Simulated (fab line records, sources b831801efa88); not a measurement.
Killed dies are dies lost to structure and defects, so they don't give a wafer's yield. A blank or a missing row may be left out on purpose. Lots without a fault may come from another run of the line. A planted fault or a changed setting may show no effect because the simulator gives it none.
A struck lot beside a sound one | flow sfq_line | 42 steps out of a route of 325
Sound: wafers L433.1, L433.3, L433.6. Struck: wafers L432.2, L432.3, L432.4. The cause comes at the end.
At each step with rows: each side's tool, then ch and its chambers, then its first start. Under that, the readings that differ: sound wafers | struck wafers | difference of the means | sigmas: that difference in standard deviations of wafers without a fault.
alike: readings whose means differ by less than 2 such deviations, and words and numbers that are the same on both sides. not compared: withheld readings, readings that some wafer has no value for, bounds like >300 that may hide the same value, and numbers for which the record gives no deviation and whose values overlap.
The two part at a step that has a row with sigmas, a row that says differs or no value, or rows on one side only. Numbers that don't overlap but have no deviation are shown without sigmas and don't part them. A reading that every wafer of one side lacks parts them only if that side has two wafers or more.

first, 6 steps without rows for these wafers: SFQ_TRILAYER_I6_VIA_LITHO_COAT_174 (resist thk 62 nm); SFQ_TRILAYER_I6_VIA_LITHO_COAT_169 (resist thk 650 nm); SFQ_TRILAYER_I6_VIA_LITHO_SOFTBAKE_173; SFQ_TRILAYER_I6_VIA_LITHO_EXPOSE_170 (exposes mask I6, target cd 700 nm); SFQ_TRILAYER_I6_VIA_LITHO_PEB_172 (peb time 60 s); SFQ_TRILAYER_I6_VIA_LITHO_DEVELOP_171 (time 60 s).
SFQ_I6_OVL_MEAS_942:
  sound on overlay-01, day 77 18:25; struck on overlay-01, day 77 16:01
  alike: I6_OVL
SFQ_TRILAYER_I6_VIA_BARC_OPEN_VIA_ETCH_235: etches BARC in O2, target depth 125 nm, time 41.7 s.
  sound on rie_diel-02 ch 0,3, day 77 18:26; struck on rie_diel-04 ch 0,1,2, day 77 16:02
  alike: drypump_motor_current_A, oes_product_au
  not compared: rf_hours_counter_h
then, 4 steps without rows for these wafers: SFQ_TRILAYER_I6_VIA_ETCH_VIA_ETCH_172 (etches SiO2 in CHF3, stops on Nb, target depth 260 nm); SFQ_TRILAYER_I6_VIA_STRIP_STRIP_173 (strips in O2); SFQ_TRILAYER_I6_VIA_STRIP_SOLV_CLEAN_174 (cleans in NMP, time 600 s); SFQ_TRILAYER_M7_DEP_PRE_CLEAN_176 (time 22.5 s).
SFQ_TRILAYER_M7_DEP_SPUTTER_175: material Nb, target thk 200 nm, time 133.3 s.
  sound on pvd_sputter-05, day 77 19:24; struck on pvd_sputter-04, day 77 17:00
  reading                                             | sound                | struck               | difference | sigmas
  cathode_dc_power_W (W)                              | 2000.3 1999.9 1999.5 | 2057.9 2057.7 2058.1 | +58.0      | +99 or more
  model.Nb_of_TRILAYER_M7_DEP_SPUTTER_175.thk_nm (nm) | 199.6 200.2 198.3    | 206.8 207.2 206.3    | +7.4       |
  alike: base_pressure_pa, substrate_temp_c, throttle_valve_pct
SFQ_M7_RS_MEAS_943: measures by four-point-probe.
  sound on film_metro-02, day 77 19:29; struck on film_metro-01, day 77 17:07
  reading           | sound             | struck            | difference | sigmas
  M7_NB_RS (ohm/sq) | 0.894 0.889 0.898 | 0.860 0.858 0.864 | -0.033     | -5
then, 6 steps without rows for these wafers: SFQ_TRILAYER_M7_LITHO_COAT_182 (resist thk 62 nm); SFQ_TRILAYER_M7_LITHO_COAT_177 (resist thk 600 nm); SFQ_TRILAYER_M7_LITHO_SOFTBAKE_181; SFQ_TRILAYER_M7_LITHO_EXPOSE_178 (exposes mask M7, target cd 500 nm); SFQ_TRILAYER_M7_LITHO_PEB_180 (peb time 60 s); SFQ_TRILAYER_M7_LITHO_DEVELOP_179 (time 60 s).
-- the record jumps here: 4 days lie between the struck wafers' starts before and after --
SFQ_M7_OVL_MEAS_945:
  sound on overlay-02, day 81 06:28; struck on overlay-01, day 81 05:16
  alike: M7_OVL
SFQ_TRILAYER_M7_BARC_OPEN_METAL_ETCH_229: etches BARC in O2, target depth 125 nm, time 41.7 s.
  sound on rie_metal-01 ch 0, day 81 06:30; struck on rie_metal-03 ch 0,1, day 81 05:18
  alike: drypump_motor_current_A, oes_product_au
  not compared: rf_hours_counter_h
SFQ_TRILAYER_M7_ETCH_METAL_ETCH_180: etches Nb in Cl2/Ar, stops on SiO2, target depth 240 nm, time 120 s.
  sound on rie_metal-01 ch 0, day 81 06:37; struck on rie_metal-03 ch 0,1, day 81 05:22
  reading                        | sound             | struck            | difference | sigmas
  oes_product_au (a.u.)          | 0.891 0.894 0.884 | 0.914 0.912 0.910 | +0.022     | +4
  model.M7.feature_depth_nm (nm) | 199.6 200.2 198.3 | 206.8 207.2 206.3 | +7.4       |
  model.etch.depth_nm (nm)       | 199.6 200.2 198.3 | 206.8 207.2 206.3 | +7.4       |
  alike: drypump_motor_current_A
  not compared: rf_hours_counter_h
then, 2 steps without rows for these wafers: SFQ_TRILAYER_M7_STRIP_STRIP_181 (strips in O2); SFQ_TRILAYER_M7_STRIP_SOLV_CLEAN_182 (cleans in NMP, time 600 s).
SFQ_TRILAYER_I7_DEP_PECVD_183: deposits SiO2 from SiH4/N2O, time 111.11 s, target thk 500 nm.
  sound on pecvd-03 ch 0,1,2, day 81 08:15; struck on pecvd-04 ch 0,2, day 81 06:16
  alike: heater_power_w, susceptor_temp_C, throttle_valve_pct
SFQ_TRILAYER_I7_CMP_CMP_184: polishes SiO2.
  sound on cmp-02 ch 0,1,2, day 81 10:17; struck on cmp-01 ch 1,2,3, day 81 09:16
  alike: head_pressure_psi, motor_current_A, time_to_endpoint_s
SFQ_I7_BOW_MEAS_946:
  sound on film_metro-02, day 81 12:47; struck on film_metro-03, day 81 11:47
  reading     | sound    | struck     | difference | sigmas
  I7_BOW (um) | 26 18 14 | -9 -16 -21 | -35        | -3
then, 7 steps without rows for these wafers: SFQ_TRILAYER_I7_METRO_MEASURE_185; SFQ_TRILAYER_I7_VIA_LITHO_COAT_192 (resist thk 62 nm); SFQ_TRILAYER_I7_VIA_LITHO_COAT_187 (resist thk 650 nm); SFQ_TRILAYER_I7_VIA_LITHO_SOFTBAKE_191; SFQ_TRILAYER_I7_VIA_LITHO_EXPOSE_188 (exposes mask I7, target cd 1000 nm); SFQ_TRILAYER_I7_VIA_LITHO_PEB_190 (peb time 60 s); SFQ_TRILAYER_I7_VIA_LITHO_DEVELOP_189 (time 60 s).
SFQ_I7_OVL_MEAS_947:
  sound on overlay-01, day 81 17:53; struck on overlay-02, day 81 15:28
  alike: I7_OVL
then, 1 step without rows for these wafers: SFQ_TRILAYER_I7_VIA_BARC_OPEN_VIA_ETCH_260 (etches BARC in O2, target depth 125 nm, time 41.7 s).
SFQ_TRILAYER_I7_VIA_ETCH_VIA_ETCH_190: etches SiO2 in CHF3, stops on Nb, target depth 260 nm.
  sound on rie_diel-03 ch 2,3, day 81 17:58; struck on rie_diel-04 ch 0,2,3, day 81 15:32
  reading                                             | sound           | struck          | difference | sigmas
  model.Nb_of_TRILAYER_M7_DEP_SPUTTER_175.thk_nm (nm) | 199.4 200 198.1 | 206.6 207 206.1 | +7.4       |
  alike: drypump_motor_current_A, oes_product_au
SFQ_TRILAYER_I7_VIA_STRIP_STRIP_191: strips in O2.
  sound on rie_metal-04 ch 0,1, day 81 18:05; struck on rie_metal-03 ch 0,1, day 81 15:40
  alike: drypump_motor_current_A, oes_product_au
  not compared: rf_hours_counter_h
then, 2 steps without rows for these wafers: SFQ_TRILAYER_I7_VIA_STRIP_SOLV_CLEAN_192 (cleans in NMP, time 600 s); SFQ_TRILAYER_M8_LITHO_LOR_COAT_197.
SFQ_M8_BOW_MEAS_951:
  sound on film_metro-03, day 84 19:52; struck on film_metro-02, day 81 21:14
  reading                 | sound                | struck               | difference | sigmas
  M8_BOW (um)             | 27 17 14             | -8 -14 -18           | -33        | -3
  model.etest.m7.ohm_um   | 1.786 1.781 1.794    | 1.718 1.713 1.716    | -0.071     |
  model.etest.i6.link_ohm | 1.857 1.863 1.872    | 1.825 1.837 1.844    | -0.029     |
  model.etest.m7.ohm_sq   | 0.8926 0.8898 0.8983 | 0.8613 0.8598 0.8638 | -0.0319    |
  model.etest.i7.link_ohm | 1.046 1.044 1.052    | 1.013 1.012 1.016    | -0.034     |

WHERE THEY PART
First at SFQ_TRILAYER_M7_DEP_SPUTTER_175; last, within this record, at SFQ_M8_BOW_MEAS_951.

WHY: what the simulator had put in
Process parameter drift: pvd_sputter-04, from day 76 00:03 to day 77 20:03, at SFQ_TRILAYER_M7_DEP_SPUTTER_175. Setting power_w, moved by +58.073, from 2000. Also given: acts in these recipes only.
